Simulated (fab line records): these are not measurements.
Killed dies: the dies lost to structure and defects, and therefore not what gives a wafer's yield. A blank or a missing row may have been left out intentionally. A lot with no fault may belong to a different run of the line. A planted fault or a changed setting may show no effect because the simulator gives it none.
Which tool was responsible? ; flow gf180mcu ; 13 lots with 39 wafers sampled at 6 steps, on a route of 602 steps

== WHAT THE GAUGES READ, wafer by wafer ==
GF_MVSD_TW_MEAS_11. Usual: for MVSD_TW the level is 1572 and the standard deviation is 9.2.
lot;measured;on;MVSD_TW;flag
L719;day 4 17:26;filmMetro-02;1580 1574 1586;
L720;day 4 22:13;filmMetro-03;1563 1581 1564;
L721;day 5 04:31;filmMetro-03;1578 1580 1577;
L722;day 5 09:52;filmMetro-01;1568 1568 1568;
L728;day 6 20:54;filmMetro-03;1491 1495 1493 1492 1498 1494;OFF
L732;day 8 01:46;filmMetro-03;1548 1551 1561;
L735;day 9 00:20;filmMetro-02;1572 1580 1573;
L736;day 9 00:25;filmMetro-01;1570 1584 1571;
L737;day 9 04:49;filmMetro-02;1581 1585 1581;
L738;day 9 13:08;filmMetro-03;1564 1566 1574;
L739;day 9 18:05;filmMetro-01;1581 1578 1571;
L740;day 9 23:05;filmMetro-01;1578 1562 1572;
L741;day 10 05:15;filmMetro-03;1575 1571 1567;

GF_VT_IMPLANT_TW_MEAS_21. Usual: for VT_IMPLANT_2_TW the level is 1216 and the standard deviation is 9.
lot;measured;on;VT_IMPLANT_2_TW;flag
L719;day 6 13:31;filmMetro-04;1222 1223 1228;
L720;day 6 18:27;filmMetro-01;1208 1213 1206;
L721;day 7 01:03;filmMetro-01;1220 1217 1214;
L722;day 7 07:35;filmMetro-04;1229 1224 1225;
L728;day 8 22:58;filmMetro-04;1229 1228 1226;
L732;day 10 04:25;filmMetro-04;1221 1222 1217;
L735;day 11 06:41;filmMetro-03;1200 1196 1212;
L736;day 11 07:21;filmMetro-04;1230 1229 1224;
L737;day 11 11:57;filmMetro-04;1219 1220 1219;
L738;day 11 19:36;filmMetro-04;1226 1224 1225;
L739;day 12 00:04;filmMetro-03;1202 1206 1204;
L740;day 12 07:16;filmMetro-01;1210 1213 1207;
L741;day 12 13:44;filmMetro-01;1206 1206 1202;

GF_POLY_GATE_OVL_MEAS_11. Usual: for POLY_GATE_OVL the level is -4 nm and the standard deviation is 5.4.
lot;measured;on;POLY_GATE_OVL (nm);flag
L719;day 9 17:07;overlay-01;-8 -8 -13;
L720;day 9 21:01;overlay-01;-1 -4 -3;
L721;day 10 01:25;overlay-01;-13 2 -7;
L722;day 10 10:53;overlay-01;-4 0 3;
L728;day 12 09:07;overlay-01;-10 -11 -11;
L732;day 13 23:55;overlay-01;1 -4 -5;
L735;day 14 20:24;overlay-01;-8 -6 -3;
L736;day 14 20:23;overlay-02;-7 -10 -14;
L737;day 15 02:04;overlay-02;-6 -8 -5;
L738;day 15 10:07;overlay-02;-10 -2 1;
L739;day 15 16:37;overlay-01;-1 6 -3;
L740;day 16 04:26;overlay-02;-3 1 -1;
L741;day 16 07:57;overlay-01;-7 -10 -4;

== WHICH TOOL RAN EACH LOT (tool, then ch and the chambers of the sampled wafers, then the start) ==
lot;GF_STI_ETCH_14;GF_LVPWELL_STRIP_10;GF_MVSD_STRIP_10
L719;rieSi-02 ch 0,2, day 2 07:19;plasmaAsher-04 ch 0,1, day 4 03:32;plasmaAsher-01 ch 0,1, day 4 17:19
L720;rieSi-02 ch 0,1,2, day 2 12:45;plasmaAsher-01 ch 0,1, day 4 08:02;plasmaAsher-03 ch 0,1, day 4 22:06
L721;rieSi-01 ch 2,3, day 2 17:41;plasmaAsher-01 ch 0, day 4 14:06;plasmaAsher-03 ch 0,1, day 5 04:25
L722;rieSi-01 ch 0,1,2, day 2 21:45;plasmaAsher-04 ch 0,1, day 4 19:22;plasmaAsher-01 ch 0,1, day 5 09:45
L728;rieSi-01 ch 0,2, day 4 05:17;plasmaAsher-04 ch 0,1, day 6 06:08;plasmaAsher-01 ch 0,1, day 6 20:49
L732;rieSi-01 ch 1,2,3, day 5 03:20;plasmaAsher-01 ch 0,1, day 7 09:04;plasmaAsher-02 ch 0,1, day 8 01:39
L735;rieSi-02 ch 0,1, day 5 20:17;plasmaAsher-02 ch 0,1, day 8 06:54;plasmaAsher-03 ch 0,1, day 9 00:14
L736;rieSi-02 ch 0,2, day 5 23:19;plasmaAsher-04 ch 0,1, day 8 07:08;plasmaAsher-02 ch 0,1, day 9 00:18
L737;rieSi-01 ch 0,2,3, day 6 03:12;plasmaAsher-01 ch 0,1, day 8 12:31;plasmaAsher-01 ch 0, day 9 04:43
L738;rieSi-02 ch 0,1,2, day 6 12:12;plasmaAsher-02 ch 0,1, day 8 19:41;plasmaAsher-01 ch 0,1, day 9 13:02
L739;rieSi-01 ch 0,1,2, day 6 15:42;plasmaAsher-02 ch 0,1, day 8 23:53;plasmaAsher-02 ch 0,1, day 9 17:59
L740;rieSi-01 ch 0,2,3, day 6 23:14;plasmaAsher-02 ch 0,1, day 9 05:26;plasmaAsher-01 ch 0,1, day 9 23:01
L741;rieSi-02 ch 2,3, day 7 04:06;plasmaAsher-01 ch 0,1, day 9 11:32;plasmaAsher-01 ch 0,1, day 10 05:09
- GF_STI_ETCH_14: etches Si in HBr/Cl2/O2, target depth 360 nm, time 102.9 s.
- GF_LVPWELL_STRIP_10: strips in O2/N2.
- GF_MVSD_STRIP_10: strips in O2/N2.

== AS READ BY THE TOOLS THEMSELVES (means over the sampled wafers that have a number; for cases with no such wafer, the mark the record gives instead) ==
GF_STI_ETCH_14. Usual: drypumpMotorCurrentA 5.7 A, standard deviation 0.37; oesProductAu 1.002 a.u., standard deviation 0.0068; throttleValvePct 25.655 %, standard deviation 0.0086.
lot;tool;drypumpMotorCurrentA (A);oesProductAu (a.u.);throttleValvePct (%);flag
L719;rieSi-02;5.6;1.006;25.646;
L720;rieSi-02;5.6;1.005;25.658;
L721;rieSi-01;5.6;1.007;25.653;
L722;rieSi-01;5.9;1.001;25.662;
L728;rieSi-01;5.9;0.999;25.658;
L732;rieSi-01;5.8;1.002;25.650;
L735;rieSi-02;5.4;0.997;25.659;
L736;rieSi-02;5.5;0.999;25.658;
L737;rieSi-01;5.7;0.997;25.661;
L738;rieSi-02;5.6;0.998;25.651;
L739;rieSi-01;5.9;1.007;25.647;
L740;rieSi-01;5.7;0.998;25.655;
L741;rieSi-02;5.8;1.000;25.658;

GF_LVPWELL_STRIP_10. Usual: drypumpMotorCurrentA 5.7 A, standard deviation 0.45; heaterPowerW 315 W, standard deviation 28; o2FlowSccm 3002 sccm, standard deviation 8.5; oesProductAu 0.722 a.u., standard deviation 0.0048; stripTimeToEndpointS 37.01 s, standard deviation 0.12.
lot;tool;drypumpMotorCurrentA (A);heaterPowerW (W);o2FlowSccm (sccm);oesProductAu (a.u.);stripTimeToEndpointS (s);flag
L719;plasmaAsher-04;5.4;292;2998;0.726;37.12;
L720;plasmaAsher-01;5.5;326;2999;0.724;36.95;
L721;plasmaAsher-01;6.2;312;2998;0.724;36.87;
L722;plasmaAsher-04;5.6;301;3010;0.723;36.90;
L728;plasmaAsher-04;5.6;297;2992;0.967;-;OFF
L732;plasmaAsher-01;5.9;315;2999;0.722;36.95;
L735;plasmaAsher-02;6.1;338;3004;0.722;37.06;
L736;plasmaAsher-04;5.6;304;2995;0.724;36.91;
L737;plasmaAsher-01;5.5;323;3004;0.723;37.12;
L738;plasmaAsher-02;5.7;311;3004;0.726;36.84;
L739;plasmaAsher-02;5.7;312;2991;0.716;37.02;
L740;plasmaAsher-02;5.7;314;3003;0.719;37.07;
L741;plasmaAsher-01;5.5;334;3009;0.721;36.96;

GF_MVSD_STRIP_10. Usual: drypumpMotorCurrentA 5.7 A, standard deviation 0.46; heaterPowerW 330 W, standard deviation 35; o2FlowSccm 3000 sccm, standard deviation 9.6; oesProductAu 0.723 a.u., standard deviation 0.0044; stripTimeToEndpointS 36.96 s, standard deviation 0.11.
lot;tool;drypumpMotorCurrentA (A);heaterPowerW (W);o2FlowSccm (sccm);oesProductAu (a.u.);stripTimeToEndpointS (s);flag
L719;plasmaAsher-01;5.9;317;2997;0.723;37.12;
L720;plasmaAsher-03;5.6;364;3002;0.728;37.07;
L721;plasmaAsher-03;5.6;364;2996;0.723;37.09;
L722;plasmaAsher-01;5.5;330;3008;0.728;36.98;
L728;plasmaAsher-01;5.5;326;2994;0.728;41.73;OFF
L732;plasmaAsher-02;5.7;315;3000;0.724;37.02;
L735;plasmaAsher-03;5.6;366;3009;0.723;36.79;
L736;plasmaAsher-02;6.0;334;3012;0.722;36.94;
L737;plasmaAsher-01;6.1;302;2994;0.720;37.01;
L738;plasmaAsher-01;5.5;335;3008;0.725;36.84;
L739;plasmaAsher-02;5.7;312;2998;0.723;36.93;
L740;plasmaAsher-01;5.9;317;3003;0.725;36.82;
L741;plasmaAsher-01;5.5;332;2992;0.722;36.81;

== THE ANSWER, worked out from the rows above alone ==
Rule: a lot is off if the mean of its wafers that have a number lies more than 3 standard deviations from the usual mean. A lot without any number at a reading at which 4 lots or more have one is off too. Where the step has rows for the other lots, those lots are counted as sound. Order of review: gauges by route order, followed by the tools' own readings, for which a lot's mean as printed above is used. At the first step where some lot is off, the reading lying furthest off is the one used; lots without a number count as furthest.
Off: L728, at GF_MVSD_TW_MEAS_11 (MVSD_TW).
A tool fits if, at a process step before that reading, it ran every lot that is off, and no sound lot after the first of them. Not tried: the gauges at GF_MVSD_TW_MEAS_11; whatever is off there is also off at GF_LVPWELL_STRIP_10, on other tools, and gauge error can't account for it. Not one of the candidates tried fits.

== WHAT THE SIMULATOR PUT IN ==
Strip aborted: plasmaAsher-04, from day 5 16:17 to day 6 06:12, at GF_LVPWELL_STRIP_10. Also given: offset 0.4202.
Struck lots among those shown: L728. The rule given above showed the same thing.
